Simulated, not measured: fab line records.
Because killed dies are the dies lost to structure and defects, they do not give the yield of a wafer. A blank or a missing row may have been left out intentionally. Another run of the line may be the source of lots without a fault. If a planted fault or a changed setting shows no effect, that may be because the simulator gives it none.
Shared-tool check || flow sfq_line || Sample size 14 lots and 48 wafers

## WHAT PROMPTED THE OPENING
2 of 14 lots carry a flag on the reading L0_MONX_KI_RS at SFQ_L0_RS_MEAS_901. No-fault wafers: 43.5 ohm/sq, standard deviation 0.4.
Rule: a lot is flagged in two cases, either no wafer of it has a number, or all its wafers with numbers fall more than 4 standard deviations from that mean. As for the other lots, they are considered sound.

{"lot": "L923", "measured": "day 1 12:35", "on": "film_metro-01", "L0_MONX_KI_RS (ohm/sq), wafer by wafer": "43.1 43.6 43.4", "flag": ""}
{"lot": "L924", "measured": "day 1 17:36", "on": "film_metro-01", "L0_MONX_KI_RS (ohm/sq), wafer by wafer": "43.6 43.2 43.2", "flag": ""}
{"lot": "L926", "measured": "day 2 03:34", "on": "film_metro-03", "L0_MONX_KI_RS (ohm/sq), wafer by wafer": "43.4 43.4 43.6", "flag": ""}
{"lot": "L927", "measured": "day 2 08:54", "on": "film_metro-03", "L0_MONX_KI_RS (ohm/sq), wafer by wafer": "43.6 43.2 43.7", "flag": ""}
{"lot": "L928", "measured": "day 2 13:34", "on": "film_metro-03", "L0_MONX_KI_RS (ohm/sq), wafer by wafer": "43.5 43.1 43.5", "flag": ""}
{"lot": "L929", "measured": "day 2 18:35", "on": "film_metro-01", "L0_MONX_KI_RS (ohm/sq), wafer by wafer": "44.2 43.9 43.6", "flag": ""}
{"lot": "L930", "measured": "day 2 23:37", "on": "film_metro-03", "L0_MONX_KI_RS (ohm/sq), wafer by wafer": "43.7 44.0 44.0", "flag": ""}
{"lot": "L931", "measured": "day 3 04:34", "on": "film_metro-02", "L0_MONX_KI_RS (ohm/sq), wafer by wafer": "42.9 43.2 43.5", "flag": ""}
{"lot": "L932", "measured": "day 3 09:34", "on": "film_metro-03", "L0_MONX_KI_RS (ohm/sq), wafer by wafer": "43.2 43.6 43.3", "flag": ""}
{"lot": "L935", "measured": "day 4 00:38", "on": "film_metro-02", "L0_MONX_KI_RS (ohm/sq), wafer by wafer": "43.1 43.5 43.5", "flag": ""}
{"lot": "L936", "measured": "day 4 05:34", "on": "film_metro-02", "L0_MONX_KI_RS (ohm/sq), wafer by wafer": "34.0 34.1 34.0 34.0 34.0 33.9", "flag": "FLAGGED"}
{"lot": "L937", "measured": "day 4 10:37", "on": "film_metro-02", "L0_MONX_KI_RS (ohm/sq), wafer by wafer": "42.8 43.1 42.4", "flag": ""}
{"lot": "L938", "measured": "day 4 15:49", "on": "film_metro-01", "L0_MONX_KI_RS (ohm/sq), wafer by wafer": "43.6 43.8 44.1", "flag": ""}
{"lot": "L939", "measured": "day 4 20:43", "on": "film_metro-03", "L0_MONX_KI_RS (ohm/sq), wafer by wafer": "33.7 33.8 33.7 33.7 33.9 33.9", "flag": "FLAGGED"}
The numbers of the flagged lots are 33.9 ohm/sq on average: -9.6 ohm/sq against the usual, or -24 standard deviations.

## WHICH TOOL EACH LOT WENT THROUGH
The record holds 1 process step before the reading, out of a route of 325 steps. In each cell: the tool, then ch and the chambers that the sampled wafers went through, then the start.
{"lot": "L923", "flag": "", "SFQ_TRILAYER_L0_DEP_SPUTTER_003": "pvd_sputter-06, day 1 12:29"}
{"lot": "L924", "flag": "", "SFQ_TRILAYER_L0_DEP_SPUTTER_003": "pvd_sputter-03, day 1 17:29"}
{"lot": "L926", "flag": "", "SFQ_TRILAYER_L0_DEP_SPUTTER_003": "pvd_sputter-05, day 2 03:29"}
{"lot": "L927", "flag": "", "SFQ_TRILAYER_L0_DEP_SPUTTER_003": "pvd_sputter-03, day 2 08:29"}
{"lot": "L928", "flag": "", "SFQ_TRILAYER_L0_DEP_SPUTTER_003": "pvd_sputter-05, day 2 13:29"}
{"lot": "L929", "flag": "", "SFQ_TRILAYER_L0_DEP_SPUTTER_003": "pvd_sputter-05, day 2 18:29"}
{"lot": "L930", "flag": "", "SFQ_TRILAYER_L0_DEP_SPUTTER_003": "pvd_sputter-05, day 2 23:29"}
{"lot": "L931", "flag": "", "SFQ_TRILAYER_L0_DEP_SPUTTER_003": "pvd_sputter-06, day 3 04:29"}
{"lot": "L932", "flag": "", "SFQ_TRILAYER_L0_DEP_SPUTTER_003": "pvd_sputter-05, day 3 09:29"}
{"lot": "L935", "flag": "", "SFQ_TRILAYER_L0_DEP_SPUTTER_003": "pvd_sputter-06, day 4 00:29"}
{"lot": "L936", "flag": "FLAGGED", "SFQ_TRILAYER_L0_DEP_SPUTTER_003": "pvd_sputter-06, day 4 05:29"}
{"lot": "L937", "flag": "", "SFQ_TRILAYER_L0_DEP_SPUTTER_003": "pvd_sputter-03, day 4 10:29"}
{"lot": "L938", "flag": "", "SFQ_TRILAYER_L0_DEP_SPUTTER_003": "pvd_sputter-03, day 4 15:29"}
{"lot": "L939", "flag": "FLAGGED", "SFQ_TRILAYER_L0_DEP_SPUTTER_003": "pvd_sputter-06, day 4 20:35"}
These steps, and what they do:
- SFQ_TRILAYER_L0_DEP_SPUTTER_003: material MoNx KI, target thk 40 nm, time 100 s.
- SFQ_L0_RS_MEAS_901: measures by four-point-probe.

## FLAGGED OVER TOTAL, TOOL BY TOOL (the gauges that took the reading come last)
{"step": "SFQ_TRILAYER_L0_DEP_SPUTTER_003", "tool": "pvd_sputter-03", "lots run": 4, "flagged": 0, "share of the flagged lots": "none", "sound lots run after its first flagged lot": "-"}
{"step": "SFQ_TRILAYER_L0_DEP_SPUTTER_003", "tool": "pvd_sputter-05", "lots run": 5, "flagged": 0, "share of the flagged lots": "none", "sound lots run after its first flagged lot": "-"}
{"step": "SFQ_TRILAYER_L0_DEP_SPUTTER_003", "tool": "pvd_sputter-06", "lots run": 5, "flagged": 2, "share of the flagged lots": "all", "sound lots run after its first flagged lot": 0}
{"step": "SFQ_L0_RS_MEAS_901", "tool": "film_metro-01", "lots run": 4, "flagged": 0, "share of the flagged lots": "none", "sound lots run after its first flagged lot": "-"}
{"step": "SFQ_L0_RS_MEAS_901", "tool": "film_metro-02", "lots run": 4, "flagged": 1, "share of the flagged lots": "some", "sound lots run after its first flagged lot": "1 (L937)"}
{"step": "SFQ_L0_RS_MEAS_901", "tool": "film_metro-03", "lots run": 6, "flagged": 1, "share of the flagged lots": "some", "sound lots run after its first flagged lot": 0}

## WHAT THE TABLE ALLOWS
1 row of the table ran every flagged lot: pvd_sputter-06 at SFQ_TRILAYER_L0_DEP_SPUTTER_003.
- pvd_sputter-06 at SFQ_TRILAYER_L0_DEP_SPUTTER_003: 2 of its 5 lots flagged. Its last sound lot is L935 (day 4 00:29), its first flagged lot L936 (day 4 05:29): a fault that began between those two fits.
pvd_sputter-06 at SFQ_TRILAYER_L0_DEP_SPUTTER_003 is the single tool remaining.

## WHAT WAS PUT IN BY THE SIMULATOR
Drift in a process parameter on pvd_sputter-06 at SFQ_TRILAYER_L0_DEP_SPUTTER_003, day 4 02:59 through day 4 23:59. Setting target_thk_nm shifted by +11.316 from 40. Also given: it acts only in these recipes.
Shown lots that were struck: L936, L939. This agrees with what the rule above found.
